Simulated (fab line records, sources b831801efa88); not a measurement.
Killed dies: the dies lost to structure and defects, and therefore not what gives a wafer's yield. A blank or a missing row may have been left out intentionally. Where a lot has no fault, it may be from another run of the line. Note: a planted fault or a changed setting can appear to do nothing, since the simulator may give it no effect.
Matching of chambers | flow sky130 | 4 sister chambers for SKY_POLY_GATE_ETCH_17 on rieSi-02
The step etches poly-Si in HBr/Cl2, stops on SiO2, target depth 180 nm, time 70.5 s. 7 wafers are shown with their chamber, then 8 later ones without.

## WAFERS PAIRED WITH THEIR CHAMBERS
wafer  | chamber | drypumpMotorCurrentA (A) | throttleValvePct (%)
L118.3 | 2       | 5.2                      | 33.699
L121.2 | 3       | 5.6                      | 33.675
L121.3 | 1       | 5.3                      | 33.696
L130.1 | 1       | 5.3                      | 33.674
L130.3 | 0       | 5.2                      | 33.701
L130.6 | 0       | 5.3                      | 33.695
L131.1 | 3       | 5.6                      | 33.678

## WAFERS MISSING THEIR CHAMBER
wafer  | drypumpMotorCurrentA (A) | throttleValvePct (%)
L131.2 | 5.2                      | 33.679
L131.3 | 5.3                      | 33.685
L133.3 | 5.3                      | 33.663
L133.5 | 5.2                      | 33.684
L133.6 | 5.5                      | 33.682
L135.2 | 5.3                      | 33.677
L135.4 | 5.2                      | 33.675
L135.6 | 5.2                      | 33.690

## CHAMBER TAKEN BY EACH
wafer  | from the rows above          | in truth
L131.2 | can't be placed: 2 or 0 or 1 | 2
L131.3 | can't be placed: 1 or 0      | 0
L133.3 | can't be placed: 1 or 0      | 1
L133.5 | can't be placed: 2 or 0 or 1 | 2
L133.6 | 3                            | 3
L135.2 | can't be placed: 1 or 0      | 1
L135.4 | can't be placed: 2 or 1 or 0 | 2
L135.6 | can't be placed: 2 or 0 or 1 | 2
Placed correctly: 1 of 8. Cannot be placed on the basis of these rows: 7; the candidates contain the true chamber in 7. 0 placed wrongly.
How it was worked out, from the rows above alone: a wafer's distance from a chamber is the root of the sum, over the readings, of the square of ((its reading less the chamber's mean) divided by the reading's scatter). The wafer belongs to the nearest chamber; if the next one is less than 2 further off, it can't be placed. For every chamber, the mean is computed from those of its wafers that are shown. The scatter is the square root of a quotient: the sum, over the shown wafers, of each reading's squared deviation from its chamber's mean, divided by wafers minus chambers.
